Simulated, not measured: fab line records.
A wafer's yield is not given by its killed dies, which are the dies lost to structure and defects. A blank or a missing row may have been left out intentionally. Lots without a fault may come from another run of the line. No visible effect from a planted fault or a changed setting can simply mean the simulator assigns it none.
Which tool is to blame? / flow sky130 / 12 lots with 36 wafers sampled at 4 steps, on a route of 708 steps

== WHAT THE GAUGES READ, wafer by wafer ==
SKY_CONTACT_THK_MEAS_01. Usual: CONTACT_CVD_00_THK 74.6 nm, standard deviation 0.84.
lot=L227; measured=day 31 15:04; on=film-metro-02; CONTACT_CVD_00_THK (nm)=72.6 75.3 73.7; flag=
lot=L229; measured=day 32 02:59; on=film-metro-02; CONTACT_CVD_00_THK (nm)=72.9 75.1 74.8; flag=
lot=L230; measured=day 32 08:32; on=film-metro-02; CONTACT_CVD_00_THK (nm)=74.9 74.8 75.0; flag=
lot=L233; measured=day 33 01:16; on=film-metro-04; CONTACT_CVD_00_THK (nm)=73.8 72.8 73.3; flag=
lot=L234; measured=day 33 14:00; on=film-metro-03; CONTACT_CVD_00_THK (nm)=73.5 75.2 74.6; flag=
lot=L235; measured=day 33 17:26; on=film-metro-03; CONTACT_CVD_00_THK (nm)=73.4 74.2 75.0; flag=
lot=L236; measured=day 34 02:15; on=film-metro-02; CONTACT_CVD_00_THK (nm)=73.7 74.7 75.5; flag=
lot=L237; measured=day 34 10:28; on=film-metro-04; CONTACT_CVD_00_THK (nm)=74.7 74.3 75.0; flag=
lot=L239; measured=day 35 05:07; on=film-metro-04; CONTACT_CVD_00_THK (nm)=73.9 74.1 74.8; flag=
lot=L247; measured=day 37 05:41; on=film-metro-04; CONTACT_CVD_00_THK (nm)=74.8 74.7 76.5; flag=
lot=L248; measured=day 37 14:38; on=film-metro-03; CONTACT_CVD_00_THK (nm)=74.4 75.5 75.0; flag=
lot=L249; measured=day 37 22:09; on=film-metro-04; CONTACT_CVD_00_THK (nm)=74.1 74.6 75.3; flag=

SKY_CONTACT_CD_MEAS_14: target cd 170 nm. Usual: cd-nm at 170.3 nm, with a standard deviation of 1.5.
lot=L227; measured=day 32 19:29; on=cd-sem-01; cd-nm (nm)=169.5 168.7 169.4; flag=
lot=L229; measured=day 33 07:14; on=cd-sem-01; cd-nm (nm)=167.6 167.9 167.9; flag=
lot=L230; measured=day 33 12:01; on=cd-sem-01; cd-nm (nm)=172.5 173.2 170.6; flag=
lot=L233; measured=day 34 05:29; on=cd-sem-02; cd-nm (nm)=169.2 168.9 168.8; flag=
lot=L234; measured=day 34 17:04; on=cd-sem-02; cd-nm (nm)=169.9 168.6 168.5; flag=
lot=L235; measured=day 34 20:42; on=cd-sem-01; cd-nm (nm)=171.5 172.1 173.6; flag=
lot=L236; measured=day 35 04:59; on=cd-sem-02; cd-nm (nm)=171.7 170.5 170.4; flag=
lot=L237; measured=day 35 13:17; on=cd-sem-01; cd-nm (nm)=170.1 170.4 172.6; flag=
lot=L239; measured=day 36 08:01; on=cd-sem-02; cd-nm (nm)=170.4 169.7 171.1; flag=
lot=L247; measured=day 38 07:53; on=cd-sem-01; cd-nm (nm)=171.3 170.6 170.8; flag=
lot=L248; measured=day 38 16:25; on=cd-sem-01; cd-nm (nm)=170.1 170.9 171.8; flag=
lot=L249; measured=day 38 23:59; on=cd-sem-02; cd-nm (nm)=169.8 168.3 168.5; flag=

== WHAT TOOL EACH LOT RAN ON (gives the tool, then ch and the chambers of the sampled wafers, and finally the start) ==
lot=L227; SKY_CONTACT_CVD_00=pecvd-01 ch 0,2, day 31 15:01; SKY_CONTACT_CMP_04=cmp-02 ch 0,1, day 31 15:24
lot=L229; SKY_CONTACT_CVD_00=pecvd-01 ch 1,2, day 32 02:57; SKY_CONTACT_CMP_04=cmp-02 ch 1,2,3, day 32 03:11
lot=L230; SKY_CONTACT_CVD_00=pecvd-02 ch 1,2, day 32 08:30; SKY_CONTACT_CMP_04=cmp-01 ch 1,2,3, day 32 08:43
lot=L233; SKY_CONTACT_CVD_00=pecvd-02 ch 0,1,2, day 33 01:14; SKY_CONTACT_CMP_04=cmp-01 ch 0,1,2, day 33 01:36
lot=L234; SKY_CONTACT_CVD_00=pecvd-01 ch 1,2, day 33 13:58; SKY_CONTACT_CMP_04=cmp-01 ch 0,2, day 33 14:16
lot=L235; SKY_CONTACT_CVD_00=pecvd-02 ch 1,2, day 33 17:24; SKY_CONTACT_CMP_04=cmp-01 ch 1,3, day 33 17:37
lot=L236; SKY_CONTACT_CVD_00=pecvd-01 ch 0,1, day 34 02:13; SKY_CONTACT_CMP_04=cmp-02 ch 1,3, day 34 02:29
lot=L237; SKY_CONTACT_CVD_00=pecvd-04 ch 0,1,2, day 34 10:26; SKY_CONTACT_CMP_04=cmp-01 ch 0,1,2, day 34 10:43
lot=L239; SKY_CONTACT_CVD_00=pecvd-04 ch 0,1,2, day 35 05:05; SKY_CONTACT_CMP_04=cmp-02 ch 1,2, day 35 05:21
lot=L247; SKY_CONTACT_CVD_00=pecvd-04 ch 0,2, day 37 05:39; SKY_CONTACT_CMP_04=cmp-01 ch 0,1,3, day 37 05:52
lot=L248; SKY_CONTACT_CVD_00=pecvd-02 ch 0,1,2, day 37 14:35; SKY_CONTACT_CMP_04=cmp-01 ch 0,3, day 37 14:51
lot=L249; SKY_CONTACT_CVD_00=pecvd-02 ch 0,2, day 37 22:07; SKY_CONTACT_CMP_04=cmp-01 ch 0,1,3, day 37 22:20
- SKY_CONTACT_CVD_00: deposits Si3N4, target thk 75 nm.
- SKY_CONTACT_CMP_04: polishes SiO2.

== WHAT THE TOOLS THEMSELVES READ (means of the sampled wafers that have a number; where no wafer has one, the mark that the record gives instead) ==
SKY_CONTACT_CVD_00. Usual: heater-power-w at 706 W, with a standard deviation of 110.
lot=L227; tool=pecvd-01; heater-power-w (W)=666; flag=
lot=L229; tool=pecvd-01; heater-power-w (W)=720; flag=
lot=L230; tool=pecvd-02; heater-power-w (W)=676; flag=
lot=L233; tool=pecvd-02; heater-power-w (W)=632; flag=
lot=L234; tool=pecvd-01; heater-power-w (W)=696; flag=
lot=L235; tool=pecvd-02; heater-power-w (W)=690; flag=
lot=L236; tool=pecvd-01; heater-power-w (W)=597; flag=
lot=L237; tool=pecvd-04; heater-power-w (W)=801; flag=
lot=L239; tool=pecvd-04; heater-power-w (W)=783; flag=
lot=L247; tool=pecvd-04; heater-power-w (W)=855; flag=
lot=L248; tool=pecvd-02; heater-power-w (W)=639; flag=
lot=L249; tool=pecvd-02; heater-power-w (W)=740; flag=

SKY_CONTACT_CMP_04. Usual: head-pressure-psi 4.001 psi, standard deviation 0.0081; motor-current-A 12.0 A, standard deviation 1.1; slurry-flow-ml-min 149.9, standard deviation 0.5; time-to-endpoint-s 81 s, standard deviation 3.9.
lot=L227; tool=cmp-02; head-pressure-psi (psi)=3.998; motor-current-A (A)=11.9; slurry-flow-ml-min=150.4; time-to-endpoint-s (s)=81; flag=
lot=L229; tool=cmp-02; head-pressure-psi (psi)=4.007; motor-current-A (A)=10.8; slurry-flow-ml-min=149.8; time-to-endpoint-s (s)=81; flag=
lot=L230; tool=cmp-01; head-pressure-psi (psi)=4.002; motor-current-A (A)=12.1; slurry-flow-ml-min=149.9; time-to-endpoint-s (s)=83; flag=
lot=L233; tool=cmp-01; head-pressure-psi (psi)=4.004; motor-current-A (A)=12.6; slurry-flow-ml-min=149.6; time-to-endpoint-s (s)=78; flag=
lot=L234; tool=cmp-01; head-pressure-psi (psi)=3.999; motor-current-A (A)=13.3; slurry-flow-ml-min=150.0; time-to-endpoint-s (s)=81; flag=
lot=L235; tool=cmp-01; head-pressure-psi (psi)=3.994; motor-current-A (A)=12.0; slurry-flow-ml-min=149.8; time-to-endpoint-s (s)=82; flag=
lot=L236; tool=cmp-02; head-pressure-psi (psi)=4.006; motor-current-A (A)=11.2; slurry-flow-ml-min=149.5; time-to-endpoint-s (s)=86; flag=
lot=L237; tool=cmp-01; head-pressure-psi (psi)=4.005; motor-current-A (A)=12.6; slurry-flow-ml-min=149.8; time-to-endpoint-s (s)=87; flag=
lot=L239; tool=cmp-02; head-pressure-psi (psi)=4.002; motor-current-A (A)=11.0; slurry-flow-ml-min=150.9; time-to-endpoint-s (s)=89; flag=
lot=L247; tool=cmp-01; head-pressure-psi (psi)=4.001; motor-current-A (A)=12.2; slurry-flow-ml-min=150.0; time-to-endpoint-s (s)=78; flag=
lot=L248; tool=cmp-01; head-pressure-psi (psi)=3.997; motor-current-A (A)=12.7; slurry-flow-ml-min=150.4; time-to-endpoint-s (s)=77; flag=
lot=L249; tool=cmp-01; head-pressure-psi (psi)=4.000; motor-current-A (A)=12.3; slurry-flow-ml-min=150.0; time-to-endpoint-s (s)=80; flag=

== THE ANSWER, worked out from the rows above alone ==
Rule: take the mean of a lot's wafers that have a number; if it is more than 3 standard deviations from the usual mean, the lot is off. Also off: a lot with no number at a reading for which 4 or more lots have one. Where the step has rows for the other lots, those lots are counted as sound. First the gauges in route order, then the tools' own readings, where a lot's mean is used as printed above. At the first step where some lot is off, the reading lying furthest off is the one used; lots without a number count as furthest.
No lot is off on any of the readings shown, so nothing can be concluded from this.

== WHAT THE SIMULATOR HAD INSERTED ==
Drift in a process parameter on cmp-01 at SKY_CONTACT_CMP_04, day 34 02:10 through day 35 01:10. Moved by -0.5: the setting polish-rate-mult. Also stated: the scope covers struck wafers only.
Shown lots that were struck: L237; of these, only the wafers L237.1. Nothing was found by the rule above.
